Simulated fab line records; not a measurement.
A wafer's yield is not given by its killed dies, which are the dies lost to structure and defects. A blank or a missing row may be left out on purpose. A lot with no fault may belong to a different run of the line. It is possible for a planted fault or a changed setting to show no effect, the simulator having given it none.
fab line records	flow gf180mcu
record: lots: 6	wafers: 18	lastDay: 34
route steps=602 shown CONTACT@306 M1@315
lots with no fault: from the same line, run without faults
startH: hours from the record's first day to the start of the lot's first wafer shown	waitH: hours elapsed since this lot's preceding step	" as in the row above	L1.1+2: a row that stands for several wafers	- either no value or no given start	* or withheld: withheld	< > ~ a bound
route shown NAME@n: a module of which the file shows steps, and the number in the route of the first	usual: mean and standard deviation over wafers with no fault	same: alike in all rows	chamber/n: place in a boat	sites: per-site readings	_std_site: how widely they spread, as a standard deviation	_edge_site: mean of outer sites minus mean of inner sites	radiusMm: for every site, how far away it sits from the centre of the wafer	mask NAME#n: copy n	behind: the last tool/chamber to shape the wafer	hold: the reason the lot was held/the length of the hold in hours/how it ended	device: names the non-switching transistor (n, p or np)	end of line: tests run on the same wafers once the route is complete	a step given without rows: its recipe and nothing more	killed: at the first sort, the dies lost to defects and structure; wafer yield is something else	map: dies across one wafer; x = killed, . = not, _ = none there
set.NAME: the setting as run; set.NAME@STEP: as run at that earlier step	model.NAME: the simulator's own value behind a step, which no gauge read
lots at selected steps of the route; one table per step, one row per wafer
services: the hour from which a tool's chamber was out of use, counted from the record's first day as startH (under 0 if before that day), plus the number of hours and why
== steps ==
step: GF_CONTACT_CLEAN_19
recipe: chemistry: SPM
step: GF_CONTACT_CLEAN_20
recipe: chemistry: DIW
step: GF_CONTACT_CLEAN_21
recipe: chemistry: dHF	timeS: 20	dilution: 100:1	dry: ipaMarangoni
step: GF_CONTACT_SPUTTER_22
recipe: material: Ti	targetThkNm: 15	chamberPressurePa: 5	powerW: 2500	substrateTempC: 200	timeS: 80.02
step: GF_CONTACT_SPUTTER_23
recipe: material: TiN	targetThkNm: 10	chamberPressurePa: 5	powerW: 4000	timeS: 40
usual: cathodeDcPowerW: 4000.0/0.71	chamberPressurePa: 4.999/0.0098	throttleValvePct: 29.9/0.43
lot.wafer	tool	chamber	startH	waitH	cathodeDcPowerW	chamberPressurePa	throttleValvePct
L683.3	pvdSputter-01	-	362.30	0.0	3999.1	5.002	30.5
L683.4	"	-	"	"	3998.9	5.000	30.2
L683.5	"	-	"	"	3999.6	5.006	30.6
L689.1	pvdSputter-02	-	421.00	0.0	4000.4	5.002	30.3
L689.3	"	-	"	"	3999.8	4.982	29.4
L689.4	"	-	"	"	3999.3	5.004	29.8
L690.1	pvdSputter-02	-	427.20	0.0	4000.1	5.004	29.6
L690.5	"	-	"	"	3999.6	4.984	29.4
L690.6	"	-	"	"	3999.9	5.020	30.1
L700.2	pvdSputter-01	-	514.84	0.0	3999.9	4.992	30.4
L700.3	"	-	"	"	4000.4	4.973	29.8
L700.6	"	-	"	"	4000.5	4.992	29.6
L701.1	pvdSputter-02	-	521.11	0.0	4000.3	5.005	30.1
L701.2	"	-	"	"	3999.6	5.009	29.3
L701.4	"	-	"	"	4000.0	4.991	29.6
L706.2	pvdSputter-01	-	560.26	0.0	4000.1	4.983	29.8
L706.3	"	-	"	"	4000.5	5.008	30.3
L706.5	"	-	"	"	3998.5	5.004	29.9
step: GF_CONTACT_CVD_24
recipe: material: W	targetThkNm: 300	timeS: 90.339	tempC: 400	pressureTorr: 40
usual: chamberPressureTorr: 40.00/0.092	heaterPowerW: 940/100	susceptorTempC: 400.00/0.22
lot.wafer	tool	chamber	startH	waitH	chamberPressureTorr	heaterPowerW	susceptorTempC
L683.3	cvdW-02	1	362.37	0.1	39.91	1100	399.87
L683.4	"	0	"	"	39.87	967	400.23
L683.5	"	0	"	"	39.92	982	400.09
L689.1	cvdW-01	1	421.04	0.0	39.88	921	400.69
L689.3	"	0	"	"	40.14	809	400.06
L689.4	"	1	"	"	40.03	947	400.39
L690.1	cvdW-01	1	427.24	0.0	39.80	904	399.86
L690.5	"	1	"	"	39.87	899	400.11
L690.6	"	0	"	"	39.90	834	399.84
L700.2	cvdW-01	0	514.88	0.0	40.12	835	400.25
L700.3	"	0	"	"	39.95	853	400.11
L700.6	"	0	"	"	40.13	843	400.13
L701.1	cvdW-01	0	521.15	0.0	39.81	850	399.93
L701.2	"	0	"	"	39.82	853	400.10
L701.4	"	0	"	"	39.86	839	399.97
L706.2	cvdW-01	0	560.30	0.0	39.99	857	400.24
L706.3	"	0	"	"	40.00	842	399.85
L706.5	"	1	"	"	40.06	937	399.93
step: GF_CONTACT_RS_MEAS_25
recipe: thkMeasGauge: four-point-probe	reads: W_of_CONTACT_CVD_24+TiN_of_CONTACT_SPUTTER_23+Ti_of_CONTACT_SPUTTER_22
usual: CONTACT_W_RS: 0.381/0.0055
lot.wafer	tool	chamber	startH	waitH	CONTACT_W_RS[ohm/sq]
L683.3	filmMetro-01	-	362.48	0.1	0.386
L683.4	"	-	"	"	0.386
L683.5	"	-	"	"	0.382
L689.1	filmMetro-04	-	421.14	0.1	0.379
L689.3	"	-	"	"	0.371
L689.4	"	-	"	"	0.383
L690.1	filmMetro-01	-	427.34	0.1	0.386
L690.5	"	-	"	"	0.380
L690.6	"	-	"	"	0.368
L700.2	filmMetro-04	-	515.00	0.1	0.369
L700.3	"	-	"	"	0.371
L700.6	"	-	"	"	0.374
L701.1	filmMetro-02	-	521.35	0.2	0.376
L701.2	"	-	"	"	0.375
L701.4	"	-	"	"	0.375
L706.2	filmMetro-02	-	560.42	0.1	0.375
L706.3	"	-	"	"	0.375
L706.5	"	-	"	"	0.383
step: GF_CONTACT_THK_MEAS_26
recipe: thkMeasGauge: xrf	reads: W_of_CONTACT_CVD_24
usual: CONTACT_W_THK: 293/4.8
lot.wafer	tool	chamber	startH	waitH	CONTACT_W_THK[nm]
L683.3	filmMetro-01	-	362.58	0.1	287
L683.4	"	-	"	"	288
L683.5	"	-	"	"	288
L689.1	filmMetro-04	-	421.26	0.1	296
L689.3	"	-	"	"	302
L689.4	"	-	"	"	295
L690.1	filmMetro-01	-	427.46	0.1	286
L690.5	"	-	"	"	288
L690.6	"	-	"	"	300
L700.2	filmMetro-04	-	515.11	0.1	302
L700.3	"	-	"	"	303
L700.6	"	-	"	"	301
L701.1	filmMetro-02	-	521.47	0.1	300
L701.2	"	-	"	"	300
L701.4	"	-	"	"	298
L706.2	filmMetro-02	-	560.53	0.1	299
L706.3	"	-	"	"	297
L706.5	"	-	"	"	291
step: GF_CONTACT_CMP_27
recipe: stopOn: SiO2	downForcePsi: 3.5	platenRpm: 60	tOverpolishS: 15	targetThkNm: 0	padVelocityMS: 0.94248
usual: edgeZonePressureFrac: 1.000/0.0048	motorCurrentA: 11.8/1.2	overpolishRunS: 15.000/0.0087	retainingRingPressureFrac: 0.999/0.0051	slurryFilterDpKPa: 13.51/0.13	timeToEndpointS: 74/4.6
lot.wafer	tool	chamber	startH	waitH	edgeZonePressureFrac	motorCurrentA	overpolishRunS	retainingRingPressureFrac	slurryFilterDpKPa	timeToEndpointS
L683.3	cmp-02	1	362.62	0.0	1.006	11.6	14.995	0.995	13.37	78
L683.4	"	3	"	"	0.997	10.9	15.006	1.006	13.60	66
L683.5	"	1	"	"	0.997	10.9	14.996	0.986	13.42	75
L689.1	cmp-02	3	421.37	0.1	0.998	11.8	14.985	1.000	13.66	67
L689.4	"	0	"	"	1.007	11.4	15.001	0.999	13.30	71
L689.3	"	1	"	"	1.002	11.3	15.006	0.993	13.39	76
L690.1	cmp-02	3	427.67	0.2	0.997	11.2	15.005	0.998	13.54	66
L690.6	"	0	"	"	1.003	11.8	14.995	0.996	13.71	75
L690.5	"	1	"	"	0.994	10.8	14.995	0.995	13.55	77
L700.2	cmp-02	2	515.21	0.1	1.005	12.6	15.007	0.993	13.50	76
L700.3	"	3	"	"	1.000	11.4	14.992	0.994	13.60	73
L700.6	"	2	"	"	1.011	13.3	15.005	0.991	13.56	77
L701.1	cmp-01	0	521.53	0.1	0.988	10.9	14.995	1.014	13.55	77
L701.4	"	1	"	"	0.995	11.1	15.001	1.000	13.63	80
L701.2	"	2	"	"	0.997	10.4	14.994	0.999	13.55	68
L706.3	cmp-02	3	560.58	0.0	0.997	11.3	15.012	1.006	13.77	68
L706.2	"	2	"	"	1.000	12.3	14.985	1.003	13.53	71
L706.5	"	0	"	"	1.008	11.7	15.023	1.001	13.68	70
step: GF_M1_SPUTTER_00
recipe: material: Ti	targetThkNm: 37.5	arrivingIonEnergyEv: 80	substrateTempC: 200	chamberPressurePa: 2	powerW: 4000	timeS: 150
usual: cathodeDcPowerW: 4000.0/0.82	chamberPressurePa: 1.999/0.0043	throttleValvePct: 30.3/0.82
lot.wafer	tool	chamber	startH	waitH	cathodeDcPowerW	chamberPressurePa	throttleValvePct
L683.3	pvdSputter-03	-	362.92	0.2	3999.1	1.996	29.2
L683.4	"	-	"	"	4001.7	2.003	29.6
L683.5	"	-	"	"	3999.3	2.002	29.4
L689.1	pvdSputter-03	-	421.62	0.2	3998.2	1.991	29.7
L689.3	"	-	"	"	3999.1	1.995	29.1
L689.4	"	-	"	"	4000.0	2.001	29.5
L690.1	pvdSputter-02	-	427.82	0.1	4000.7	2.003	29.1
L690.5	"	-	"	"	3999.4	2.004	29.2
L690.6	"	-	"	"	4000.6	2.000	29.3
L700.2	pvdSputter-02	-	515.46	0.2	3999.4	1.992	29.8
L700.3	"	-	"	"	4000.2	2.004	29.1
L700.6	"	-	"	"	4000.3	1.999	29.3
L701.1	pvdSputter-03	-	521.83	0.2	4001.0	1.991	29.0
L701.2	"	-	"	"	3998.0	2.005	29.7
L701.4	"	-	"	"	3998.3	1.992	29.6
L706.2	pvdSputter-03	-	560.88	0.1	4000.1	2.000	29.8
L706.3	"	-	"	"	3998.1	1.997	29.1
L706.5	"	-	"	"	4001.0	1.995	29.4
step: GF_M1_SPUTTER_01
recipe: material: TiN	targetThkNm: 30	powerW: 6500	timeS: 25	chamberPressurePa: 0.4
usual: cathodeDcPowerW: 6499.9/1.2	chamberPressurePa: 0.4000/0.00072	throttleValvePct: 30.3/0.84
lot.wafer	tool	chamber	startH	waitH	cathodeDcPowerW	chamberPressurePa	throttleValvePct
L683.3	pvdSputter-03	-	363.02	0.1	6500.0	0.4012	29.1
L683.4	"	-	"	"	6499.6	0.3997	29.5
L683.5	"	-	"	"	6497.1	0.4002	29.2
L689.1	pvdSputter-03	-	421.72	0.1	6499.8	0.4001	29.6
L689.3	"	-	"	"	6501.0	0.3982	29.3
L689.4	"	-	"	"	6499.4	0.3996	29.6
L690.1	pvdSputter-02	-	427.92	0.1	6500.5	0.3992	29.1
L690.5	"	-	"	"	6499.7	0.4000	29.0
L690.6	"	-	"	"	6499.3	0.4007	29.3
L700.2	pvdSputter-02	-	515.56	0.1	6499.3	0.4008	29.8
L700.3	"	-	"	"	6500.1	0.4009	29.2
L700.6	"	-	"	"	6499.6	0.3997	29.5
L701.1	pvdSputter-03	-	521.93	0.1	6499.4	0.3996	29.3
L701.2	"	-	"	"	6499.7	0.3992	29.8
L701.4	"	-	"	"	6499.9	0.4002	29.6
L706.2	pvdSputter-03	-	560.98	0.1	6498.7	0.4002	29.4
L706.3	"	-	"	"	6499.8	0.4005	29.2
L706.5	"	-	"	"	6502.4	0.4005	29.2
step: GF_M1_SPUTTER_02
recipe: material: AlCu	targetThkNm: 450	powerW: 10600	timeS: 23.9	chamberPressurePa: 0.4
step: GF_M1_SPUTTER_03
recipe: material: Ti	targetThkNm: 10	substrateTempC: 300	chamberPressurePa: 0.3	powerW: 3000	timeS: 6.7
usual: cathodeDcPowerW: 3000.0/0.51	chamberPressurePa: 0.2999/0.00059	throttleValvePct: 30.3/0.82
lot.wafer	tool	chamber	startH	waitH	cathodeDcPowerW	chamberPressurePa	throttleValvePct
L683.3	pvdSputter-03	-	363.08	0.0	3001.1	0.2997	29.0
L683.4	"	-	"	"	3000.2	0.2991	29.5
L683.5	"	-	"	"	3000.7	0.3000	29.4
L689.1	pvdSputter-03	-	421.78	0.0	2999.8	0.3000	29.7
L689.3	"	-	"	"	2999.6	0.3003	29.2
L689.4	"	-	"	"	2998.7	0.2991	29.9
L690.1	pvdSputter-02	-	427.98	0.0	2999.5	0.2997	29.2
L690.5	"	-	"	"	2999.4	0.2990	29.2
L690.6	"	-	"	"	2999.4	0.3000	29.7
L700.2	pvdSputter-02	-	515.62	0.0	-	-	-
L700.3	"	-	"	"	-	-	-
L700.6	"	-	"	"	-	-	-
L701.1	pvdSputter-03	-	521.99	0.0	-	-	-
L701.2	"	-	"	"	-	-	-
L701.4	"	-	"	"	-	-	-
L706.2	pvdSputter-03	-	561.04	0.0	2999.6	0.2989	29.7
L706.3	"	-	"	"	2999.9	0.2999	29.1
L706.5	"	-	"	"	3000.4	0.3003	28.9
step: GF_M1_SPUTTER_04
recipe: material: TiN	targetThkNm: 50	powerW: 6500	timeS: 41.7	chamberPressurePa: 0.4
== services ==
tool	chamber	startH	hours	kind
pvdSputter-02	-	343.77	2.7	repair
cvdW-01	0	346.27	5.4	repair
cmp-01	-	361.59	9.7	pm
cvdW-02	-	362.83	0.5	repair
cvdW-01	-	373.82	6.0	pm
cmp-02	-	383.58	1.2	repair
cmp-02	-	386.13	5.9	repair
cvdW-02	-	390.00	14.0	pm
cmp-02	-	401.12	10.9	pm
cmp-02	-	412.00	4.0	pm
pvdSputter-03	-	446.09	1.4	repair
cmp-02	-	447.90	11.6	repair
pvdSputter-03	-	468.45	3.9	repair
cvdW-01	0	474.74	3.2	repair
cvdW-02	-	505.60	17.2	repair
cvdW-01	1	520.93	1.8	repair
pvdSputter-01	-	526.01	9.5	repair
cmp-02	-	527.60	2.9	repair
cmp-02	-	529.61	3.0	repair
cmp-01	-	535.98	4.0	repair
cmp-01	-	540.07	2.2	repair
cmp-02	-	547.31	1.2	repair
cmp-01	-	548.49	3.3	pm
cvdW-01	-	557.71	0.4	repair
== key ==
firstSign: step: GF_M1_SPUTTER_03	reading: toolRecord	direction: missing
effect none on later readings
metAt GF_M1_SPUTTER_03
struckWafers L700.2,L700.3,L700.6,L701.1,L701.2,L701.4
laterRowsLeftOut L700.2,L700.3,L700.6,L701.1,L701.2,L701.4
sortLeftOut L700.2,L700.3,L700.6,L701.1,L701.2,L701.4
onsetBetween 427.98 515.62
fault: kind: skippedStepWhole	tool: pvdSputter-02,pvdSputter-03	chamber: -	onsetH: 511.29	steps: GF_M1_SPUTTER_03	scope: struckLotsOnly
sortLeftOut: the simulated sort isn't trusted on such a fault, so these wafers' sort isn't shown, and their yield isn't known
laterRowsLeftOut: the simulator's readings of these wafers behind a module that went badly wrong aren't trusted and aren't shown, but for the sort
